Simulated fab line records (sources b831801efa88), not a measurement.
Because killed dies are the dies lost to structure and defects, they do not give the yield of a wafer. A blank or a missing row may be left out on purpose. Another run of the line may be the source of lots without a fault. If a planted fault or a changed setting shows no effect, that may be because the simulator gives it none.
Which tool is to blame? + flow gf180mcu + 13 lots with 39 wafers sampled at 5 steps, on a route of 602 steps

WHAT THE GAUGES SHOWED, per wafer
GF_V3_RS_MEAS_24: measures by four-point-probe. Usual: for V3_W_RS the level is 0.328 ohm/sq and the standard deviation is 0.0039.
| lot  | measured     | on            | V3_W_RS (ohm/sq)  | flag |
|------|--------------|---------------|-------------------|------|
| L198 | day 22 11:56 | film metro-03 | 0.326 0.326 0.324 |      |
| L199 | day 23 03:22 | film metro-02 | 0.329 0.331 0.327 |      |
| L201 | day 23 13:47 | film metro-02 | 0.327 0.328 0.331 |      |
| L200 | day 23 16:26 | film metro-02 | 0.320 0.327 0.325 |      |
| L203 | day 24 11:44 | film metro-02 | 0.323 0.321 0.331 |      |
| L211 | day 27 02:38 | film metro-01 | 0.335 0.333 0.334 |      |
| L212 | day 27 11:57 | film metro-02 | 0.329 0.334 0.326 |      |
| L213 | day 27 12:04 | film metro-01 | 0.325 0.330 0.329 |      |
| L216 | day 28 12:06 | film metro-03 | 0.324 0.325 0.321 |      |
| L217 | day 28 14:22 | film metro-02 | 0.335 0.329 0.336 |      |
| L219 | day 29 21:56 | film metro-02 | 0.323 0.328 0.323 |      |
| L220 | day 29 22:20 | film metro-03 | 0.326 0.335 0.325 |      |
| L221 | day 30 01:46 | film metro-01 | 0.323 0.325 0.326 |      |

GF_V4_BOW_MEAS_05. Usual: for V4_BOW the level is 134 um and the standard deviation is 9.
| lot  | measured     | on            | V4_BOW (um)       | flag |
|------|--------------|---------------|-------------------|------|
| L198 | day 23 12:51 | film metro-04 | 134 152 146       |      |
| L199 | day 24 03:43 | film metro-04 | 132 125 131       |      |
| L201 | day 24 14:45 | film metro-03 | 132 123 125       |      |
| L200 | day 24 17:27 | film metro-02 | 134 122 130       |      |
| L203 | day 25 12:04 | film metro-02 | 143 148 141       |      |
| L211 | day 28 01:34 | film metro-02 | 126 130 145 - - - |      |
| L212 | day 28 10:14 | film metro-04 | 127 133 137 - - - |      |
| L213 | day 28 10:34 | film metro-04 | 140 127 150 - - - |      |
| L216 | day 29 08:56 | film metro-03 | 134 139 132       |      |
| L217 | day 29 12:05 | film metro-03 | 157 145 143       |      |
| L219 | day 30 18:02 | film metro-03 | 134 134 127       |      |
| L220 | day 30 19:04 | film metro-03 | 145 125 124       |      |
| L221 | day 30 22:23 | film metro-03 | 136 132 133       |      |

WHICH TOOL RAN EACH LOT (tool, then ch and the chambers of the sampled wafers, then the start)
| lot  | GF_V3_SPUTTER_22             | GF_V4_CVD_02                    | GF_V4_CMP_04                  |
|------|------------------------------|---------------------------------|-------------------------------|
| L198 | pvd sputter-03, day 22 11:45 | pecvd-02 ch 0,2, day 23 12:23   | cmp-01 ch 2,3, day 23 12:31   |
| L199 | pvd sputter-03, day 23 03:12 | pecvd-01 ch 0,1, day 24 03:16   | cmp-02 ch 1,2,3, day 24 03:23 |
| L201 | pvd sputter-04, day 23 13:38 | pecvd-04 ch 1,2, day 24 14:19   | cmp-02 ch 0,2,3, day 24 14:27 |
| L200 | pvd sputter-02, day 23 16:11 | pecvd-04 ch 0,2, day 24 17:00   | cmp-02 ch 1,2, day 24 17:08   |
| L203 | pvd sputter-04, day 24 11:35 | pecvd-01 ch 0,1,2, day 25 11:27 | cmp-02 ch 2,3, day 25 11:46   |
| L211 | pvd sputter-04, day 27 02:28 | pecvd-04 ch 0,1, day 28 01:07   | cmp-02 ch 0,2,3, day 28 01:17 |
| L212 | pvd sputter-04, day 27 11:46 | pecvd-04 ch 0,1,2, day 28 09:47 | cmp-01 ch 0,1,2, day 28 10:02 |
| L213 | pvd sputter-02, day 27 11:54 | pecvd-01 ch 0,1, day 28 10:07   | cmp-01 ch 0,2,3, day 28 10:20 |
| L216 | pvd sputter-03, day 28 11:57 | pecvd-02 ch 0,1,2, day 29 08:30 | cmp-02 ch 0,1,2, day 29 08:38 |
| L217 | pvd sputter-04, day 28 14:11 | pecvd-02 ch 1,2, day 29 11:38   | cmp-01 ch 1,2, day 29 11:46   |
| L219 | pvd sputter-03, day 29 21:47 | pecvd-02 ch 0,1, day 30 17:34   | cmp-02 ch 0,2, day 30 17:47   |
| L220 | pvd sputter-04, day 29 22:11 | pecvd-01 ch 1,2, day 30 18:38   | cmp-02 ch 0,2,3, day 30 18:46 |
| L221 | pvd sputter-02, day 30 01:37 | pecvd-01 ch 0,1,2, day 30 21:56 | cmp-01 ch 0,1,2, day 30 22:04 |
- GF_V3_SPUTTER_22: material TiN, target thk 10 nm, time 40 s.
- GF_V4_CVD_02: deposits SiO2 from TEOS, target thk 850 nm, time 94.851 s.
- GF_V4_CMP_04: polishes SiO2.

AS READ BY THE TOOLS THEMSELVES (means over the sampled wafers that have a number; for cases with no such wafer, the mark the record gives instead)
GF_V3_SPUTTER_22. Usual: cathode dc power W 3999.9 W, standard deviation 0.74; throttle valve pct 30.6 %, standard deviation 1.2.
| lot  | tool           | cathode dc power W (W) | throttle valve pct (%) | flag |
|------|----------------|------------------------|------------------------|------|
| L198 | pvd sputter-03 | 4000.2                 | 30.7                   |      |
| L199 | pvd sputter-03 | 3998.8                 | 30.7                   |      |
| L201 | pvd sputter-04 | 3999.9                 | 30.8                   |      |
| L200 | pvd sputter-02 | 3999.9                 | 30.9                   |      |
| L203 | pvd sputter-04 | 3999.7                 | 30.5                   |      |
| L211 | pvd sputter-04 | 4000.5                 | 30.2                   |      |
| L212 | pvd sputter-04 | 3999.9                 | 30.6                   |      |
| L213 | pvd sputter-02 | 4000.2                 | 29.9                   |      |
| L216 | pvd sputter-03 | 3999.8                 | 30.5                   |      |
| L217 | pvd sputter-04 | 4000.3                 | 30.9                   |      |
| L219 | pvd sputter-03 | 3999.3                 | 31.5                   |      |
| L220 | pvd sputter-04 | 4000.1                 | 31.4                   |      |
| L221 | pvd sputter-02 | 4000.7                 | 29.6                   |      |

GF_V4_CVD_02. Usual: heater power w 715 W, standard deviation 100.
| lot  | tool     | heater power w (W) | flag |
|------|----------|--------------------|------|
| L198 | pecvd-02 | 754                |      |
| L199 | pecvd-01 | 650                |      |
| L201 | pecvd-04 | 616                |      |
| L200 | pecvd-04 | 566                |      |
| L203 | pecvd-01 | 633                |      |
| L211 | pecvd-04 | 810                |      |
| L212 | pecvd-04 | 707                |      |
| L213 | pecvd-01 | 608                |      |
| L216 | pecvd-02 | 711                |      |
| L217 | pecvd-02 | 801                |      |
| L219 | pecvd-02 | 759                |      |
| L220 | pecvd-01 | 716                |      |
| L221 | pecvd-01 | 643                |      |

GF_V4_CMP_04. Usual: edge zone pressure frac 1.000, standard deviation 0.0053; head pressure psi 4.000 psi, standard deviation 0.0084; motor current A 12.0 A, standard deviation 1.4; slurry filter dp kPa 13.50 kPa, standard deviation 0.13; time to endpoint s 80 s, standard deviation 5.6.
| lot  | tool   | edge zone pressure frac | head pressure psi (psi) | motor current A (A) | slurry filter dp kPa (kPa) | time to endpoint s (s) | flag |
|------|--------|-------------------------|-------------------------|---------------------|----------------------------|------------------------|------|
| L198 | cmp-01 | 1.006                   | 4.002                   | 13.1                | 13.67                      | 76                     |      |
| L199 | cmp-02 | 0.998                   | 3.998                   | 12.5                | 13.66                      | 73                     |      |
| L201 | cmp-02 | 0.996                   | 4.000                   | 12.1                | 13.48                      | 79                     |      |
| L200 | cmp-02 | 1.000                   | 4.000                   | 11.8                | 13.49                      | 77                     |      |
| L203 | cmp-02 | 1.005                   | 4.007                   | 11.8                | 13.50                      | 84                     |      |
| L211 | cmp-02 | -                       | -                       | -                   | -                          | -                      | OFF  |
| L212 | cmp-01 | -                       | -                       | -                   | -                          | -                      | OFF  |
| L213 | cmp-01 | -                       | -                       | -                   | -                          | -                      | OFF  |
| L216 | cmp-02 | 1.002                   | 4.003                   | 12.7                | 13.50                      | 81                     |      |
| L217 | cmp-01 | 0.999                   | 4.012                   | 10.6                | 13.58                      | 84                     |      |
| L219 | cmp-02 | 0.994                   | 3.993                   | 11.6                | 13.55                      | 80                     |      |
| L220 | cmp-02 | 0.998                   | 3.994                   | 12.4                | 13.54                      | 83                     |      |
| L221 | cmp-01 | 1.004                   | 3.999                   | 11.0                | 13.43                      | 82                     |      |

THE ANSWER, worked out from the rows above alone
Rule: a lot is off if the mean of its wafers that have a number lies more than 3 standard deviations from the usual mean. Also off: a lot with no number at a reading for which 4 or more lots have one. Any other lot the step has rows for is counted as sound. After the gauges, taken in route order, come the tools' own readings; for these a lot's mean is taken, as printed above. The first step at which some lot is off is used, and at that step the reading that is off furthest; a lot without a number counts as furthest.
Off, at GF_V4_CMP_04 on edge zone pressure frac: L211, L212, L213. Without a number there: L211, L212, L213.
If a tool, at that step or one of the process steps before it, ran each lot that is off and ran no sound lot following the first of them, it fits. Of those tried, none fits.

WHAT THE SIMULATOR HAD INSERTED
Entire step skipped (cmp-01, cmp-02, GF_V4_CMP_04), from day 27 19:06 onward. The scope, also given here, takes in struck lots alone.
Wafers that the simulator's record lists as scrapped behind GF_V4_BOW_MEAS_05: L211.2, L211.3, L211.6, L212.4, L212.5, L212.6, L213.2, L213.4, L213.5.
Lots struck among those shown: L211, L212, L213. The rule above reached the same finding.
